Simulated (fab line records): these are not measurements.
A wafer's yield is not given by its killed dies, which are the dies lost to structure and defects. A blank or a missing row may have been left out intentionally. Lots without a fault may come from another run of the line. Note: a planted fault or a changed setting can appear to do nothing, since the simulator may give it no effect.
Which of the tools did it? / flow sky130 / 13 lots, 39 wafers sampled, at 2 steps of a route of 708

## WHAT THE GAUGES READ, wafer by wafer
SKY_VIA1_OVL_MEAS_13.
lot=L193; measured=day 34 03:22; on=overlay-02; VIA1_OVL (nm)=-5 2 5
lot=L194; measured=day 34 09:08; on=overlay-01; VIA1_OVL (nm)=0 -8 -5
lot=L195; measured=day 34 22:46; on=overlay-02; VIA1_OVL (nm)=-7 0 -3
lot=L197; measured=day 35 06:16; on=overlay-02; VIA1_OVL (nm)=-4 -13 2
lot=L202; measured=day 37 01:08; on=overlay-02; VIA1_OVL (nm)=-4 0 1
lot=L206; measured=day 38 04:23; on=overlay-02; VIA1_OVL (nm)=-5 5 2
lot=L208; measured=day 39 00:29; on=overlay-02; VIA1_OVL (nm)=9 3 6
lot=L209; measured=day 39 06:45; on=overlay-02; VIA1_OVL (nm)=-5 6 -4
lot=L211; measured=day 39 21:08; on=overlay-02; VIA1_OVL (nm)=-11 -1 -10
lot=L212; measured=day 39 21:55; on=overlay-01; VIA1_OVL (nm)=-9 -6 -4
lot=L213; measured=day 40 04:09; on=overlay-01; VIA1_OVL (nm)=-8 -3 -6
lot=L214; measured=day 40 10:13; on=overlay-01; VIA1_OVL (nm)=6 2 9
lot=L216; measured=day 41 04:37; on=overlay-01; VIA1_OVL (nm)=-11 -5 -5

## TOOL THAT RAN EACH LOT (tool first, then ch and the chambers of the sampled wafers, then the start)
lot=L193; SKY_CONTACT_CVD_00=pecvd-04 ch 0,1,2, day 30 15:01
lot=L194; SKY_CONTACT_CVD_00=pecvd-02 ch 1,2, day 30 20:31
lot=L195; SKY_CONTACT_CVD_00=pecvd-02 ch 0,1, day 31 08:49
lot=L197; SKY_CONTACT_CVD_00=pecvd-02 ch 0,2, day 31 16:26
lot=L202; SKY_CONTACT_CVD_00=pecvd-04 ch 0,2, day 33 15:20
lot=L206; SKY_CONTACT_CVD_00=pecvd-02 ch 0,1, day 34 19:29
lot=L208; SKY_CONTACT_CVD_00=pecvd-02 ch 0,2, day 35 15:10
lot=L209; SKY_CONTACT_CVD_00=pecvd-02 ch 0,2, day 35 21:26
lot=L211; SKY_CONTACT_CVD_00=pecvd-03 ch 0,1,2, day 36 12:46
lot=L212; SKY_CONTACT_CVD_00=pecvd-02 ch 0,1,2, day 36 13:37
lot=L213; SKY_CONTACT_CVD_00=pecvd-04 ch 1,2, day 36 19:53
lot=L214; SKY_CONTACT_CVD_00=pecvd-03 ch 0,1, day 37 04:39
lot=L216; SKY_CONTACT_CVD_00=pecvd-02 ch 0,1,2, day 37 22:29
- SKY_CONTACT_CVD_00: deposits Si3N4, target thk 75 nm.

## AS READ BY THE TOOLS THEMSELVES (means over the sampled wafers that have a number; for cases with no such wafer, the mark the record gives instead)
SKY_CONTACT_CVD_00.
lot=L193; tool=pecvd-04; heater_power_w (W)=784
lot=L194; tool=pecvd-02; heater_power_w (W)=702
lot=L195; tool=pecvd-02; heater_power_w (W)=796
lot=L197; tool=pecvd-02; heater_power_w (W)=618
lot=L202; tool=pecvd-04; heater_power_w (W)=777
lot=L206; tool=pecvd-02; heater_power_w (W)=743
lot=L208; tool=pecvd-02; heater_power_w (W)=655
lot=L209; tool=pecvd-02; heater_power_w (W)=619
lot=L211; tool=pecvd-03; heater_power_w (W)=799
lot=L212; tool=pecvd-02; heater_power_w (W)=695
lot=L213; tool=pecvd-04; heater_power_w (W)=741
lot=L214; tool=pecvd-03; heater_power_w (W)=862
lot=L216; tool=pecvd-02; heater_power_w (W)=742

## THE ANSWER, worked out from the rows above alone
Rule: the usual values come from the lots themselves. Put in order of their means at a reading, lots are off if they are a third of the lots or fewer, leave a main group of 4 or more, and stand apart from it by a gap of 3 or more times the standard deviation of the main group's means; of several such gaps the widest counts. The tables above print the reading to a certain number of digits; a main group whose means all agree to those digits is not used. Also off: a lot with no number at a reading for which 4 or more lots have one. The other lots that the step has rows for count as sound. First the gauges in route order, then the tools' own readings, where a lot's mean is used as printed above. The first step at which some lot is off is used, and at that step the reading that is off furthest; a lot without a number counts as furthest.
Across all readings shown, no lot is off: no conclusion can be drawn from this.

## WHAT THE SIMULATOR HAD PUT IN
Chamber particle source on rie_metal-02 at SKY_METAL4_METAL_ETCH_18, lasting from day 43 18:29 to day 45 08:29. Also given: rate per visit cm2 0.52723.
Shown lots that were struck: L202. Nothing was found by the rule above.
